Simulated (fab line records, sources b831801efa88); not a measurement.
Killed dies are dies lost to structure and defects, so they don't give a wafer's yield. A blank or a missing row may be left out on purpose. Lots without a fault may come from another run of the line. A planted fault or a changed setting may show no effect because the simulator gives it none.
A struck lot beside a sound one | flow sfq_line | 14 steps out of a route of 325
Sound: wafers L619.1, L619.3, L619.5. Struck: wafer L638.1. (L638.4, L638.6 of the same lot were not struck and are left out.) The cause comes at the end.
At each step with rows: each side's tool, then ch and its chambers, then its first start. Under that, the readings that differ: sound wafers | struck wafers | difference of the means | sigmas: that difference in standard deviations of wafers without a fault.
alike: readings whose means differ by less than 2 such deviations, and words and numbers that are the same on both sides. not compared: withheld readings, readings that some wafer has no value for, bounds like >300 that may hide the same value, and numbers for which the record gives no deviation and whose values overlap.
The two part at a step that has a row with sigmas, a row that says differs or no value, or rows on one side only. Numbers that don't overlap but have no deviation are shown without sigmas and don't part them. A reading that every wafer of one side lacks parts them only if that side has two wafers or more.

first, 6 steps without rows for these wafers: SFQ_TRILAYER_M0_LITHO_COAT_026 (resist thk 62 nm); SFQ_TRILAYER_M0_LITHO_COAT_021 (resist thk 600 nm); SFQ_TRILAYER_M0_LITHO_SOFTBAKE_025; SFQ_TRILAYER_M0_LITHO_EXPOSE_022 (exposes mask M0, target cd 500 nm); SFQ_TRILAYER_M0_LITHO_PEB_024 (peb time 60 s); SFQ_TRILAYER_M0_LITHO_DEVELOP_023 (time 60 s).
SFQ_M0_OVL_MEAS_906:
  sound on overlay-02, day 7 22:12; struck on overlay-01, day 13 04:49
  alike: M0_OVL
SFQ_TRILAYER_M0_BARC_OPEN_METAL_ETCH_031: etches BARC in O2, target depth 125 nm, time 41.7 s.
  sound on rie_metal-01 ch 0,1, day 7 22:14; struck on rie_metal-04 ch 1, day 13 04:50
  alike: drypump_motor_current_A, oes_product_au
  not compared: rf_hours_counter_h
SFQ_TRILAYER_M0_ETCH_METAL_ETCH_024: etches Nb in Cl2/Ar, stops on SiO2, target depth 240 nm, time 120 s.
  sound on rie_metal-01 ch 0,1, day 7 22:18; struck on rie_metal-04 ch 1, day 13 04:54
  alike: drypump_motor_current_A, oes_product_au
  not compared: rf_hours_counter_h
SFQ_TRILAYER_M0_STRIP_STRIP_025: strips in O2.
  sound on rie_metal-01 ch 0,1, day 7 22:25; struck on rie_metal-04 ch 1, day 13 05:02
  alike: drypump_motor_current_A, oes_product_au
  not compared: rf_hours_counter_h
then, 1 step without rows for these wafers: SFQ_TRILAYER_M0_STRIP_SOLV_CLEAN_026 (cleans in NMP, time 600 s).
SFQ_TRILAYER_I0_DEP_PECVD_027: deposits SiO2 from SiH4/N2O, time 111.11 s, target thk 500 nm.
  sound on pecvd-01 ch 0,1,2, day 7 23:12; struck on pecvd-01 ch 0, day 13 05:48
  reading                                             | sound             | struck | difference | sigmas
  run_length_s (s)                                    | 138.7 139.5 139.0 | 155.6  | +16.5      | +25
  model.SiO2_of_TRILAYER_I0_DEP_PECVD_027.thk_nm (nm) | 503.8 503.7 503.3 | 560.9  | +57.3      |
  alike: chamber_pressure_Torr, heater_power_w, throttle_valve_pct
SFQ_TRILAYER_I0_CMP_CMP_028: polishes SiO2.
  sound on cmp-02 ch 0,1, day 8 03:53; struck on cmp-02 ch 0, day 13 13:04
  reading                | sound       | struck | difference | sigmas
  time_to_endpoint_s (s) | 221 210 221 | 265    | +48        | +6
  alike: motor_current_A
SFQ_I0_BOW_MEAS_907:
  sound on film_metro-01, day 8 06:23; struck on film_metro-02, day 13 16:04
  alike: I0_BOW

WHERE THEY PART
First at SFQ_TRILAYER_I0_DEP_PECVD_027; last, within this record, at SFQ_TRILAYER_I0_CMP_CMP_028. Later steps at which nothing parts them and some readings are alike: SFQ_I0_BOW_MEAS_907.

WHY: what the simulator had put in
Process parameter drift: pecvd-01, from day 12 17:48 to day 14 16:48, at SFQ_TRILAYER_I0_DEP_PECVD_027. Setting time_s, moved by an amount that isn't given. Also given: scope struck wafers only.
